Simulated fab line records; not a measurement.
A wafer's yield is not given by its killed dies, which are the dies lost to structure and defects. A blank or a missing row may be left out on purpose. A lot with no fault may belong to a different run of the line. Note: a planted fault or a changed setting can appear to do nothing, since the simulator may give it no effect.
One fault through the eyes of 2 desks	flow sky130	only its own numbers are on each desk; what lay behind them is given at the end

METROLOGY DESK
What the gauges read for every lot (on any tool): the sampled wafers with a number, averaged. Marked OUT: a lot whose mean sits more than 4 standard deviations from the usual mean, which makes it out of limits; the brackets give that distance.
Columns: A = cd nm at SKY_METAL2_CD_MEAS_15, usual 139.6 nm; B = CAP2M_OVL at SKY_CAP2M_OVL_MEAS_12, usual -0.3 nm; C = METAL5_ALCU_THK at SKY_METAL5_THK_MEAS_06, usual 1140 nm
lot	first seen here	A	B	C
L818	day 34 20:08	141.4	-0.3	1124
L819	day 35 00:01	140.7	-1.4	1145
L820	day 35 13:47	140.0	-0.6	1129
L821	day 35 17:25	138.5	0.9	1149
L827	day 38 20:41	137.8	0.9	1094
L829	day 39 06:22	140.8	-1.1	1108
L830	day 39 15:58	138.5	0.8	1066 (-4.9) OUT
L836	day 40 10:18	140.9	0.2	1159
L835	day 40 12:40	139.7	-0.9	1174
L837	day 41 09:52	140.3	-0.1	1144
L838	day 41 15:28	139.8	-1.0	1155
L839	day 41 17:42	138.2	-0.4	1149
L840	day 41 18:13	141.5	0.1	1149
This desk reports L830 out of limits; the earliest was L830 at day 46 16:21 (METAL5_ALCU_THK at SKY_METAL5_THK_MEAS_06). L818, L819, L820, L821, L827, L829, L836, L835, L837, L838, L839, L840 stayed within limits.

AT THE TOOL OWNER'S DESK: pvd sputter-03
At SKY_METAL5_SPUTTER_04 (material TiN, target thk 70 nm, time 58.3 s) the tool's own readings: per lot run on this tool, the mean of the sampled wafers that have a number. Marked OUT: a lot whose mean sits more than 4 standard deviations from the usual mean, which makes it out of limits; the brackets give that distance.
Columns: A = throttle valve pct at SKY_METAL5_SPUTTER_04, usual 29.7 %
lot	first seen here	A
L827	day 46 00:34	29.4
L829	day 46 09:15	30.0
L830	day 46 16:10	29.6
This desk found nothing out of limits on any of the 3 lots.

PUT TOGETHER
An alarm was possible from the metrology desk at day 46 16:21, on L830.
The desk of the tool owner found nothing out of limits.
On record at the tool owner's desk: L830, within its limits.
Every lot named ran SKY_METAL5_SPUTTER_04 on pvd sputter-03.

WHAT THE SIMULATOR HAD PUT IN
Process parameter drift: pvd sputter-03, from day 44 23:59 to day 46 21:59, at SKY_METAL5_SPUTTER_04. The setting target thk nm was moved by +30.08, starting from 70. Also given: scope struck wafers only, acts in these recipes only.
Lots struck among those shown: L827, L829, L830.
Per desk, hours elapsed from the start of the fault to the first reading out of limits: for the metrology desk, 40.
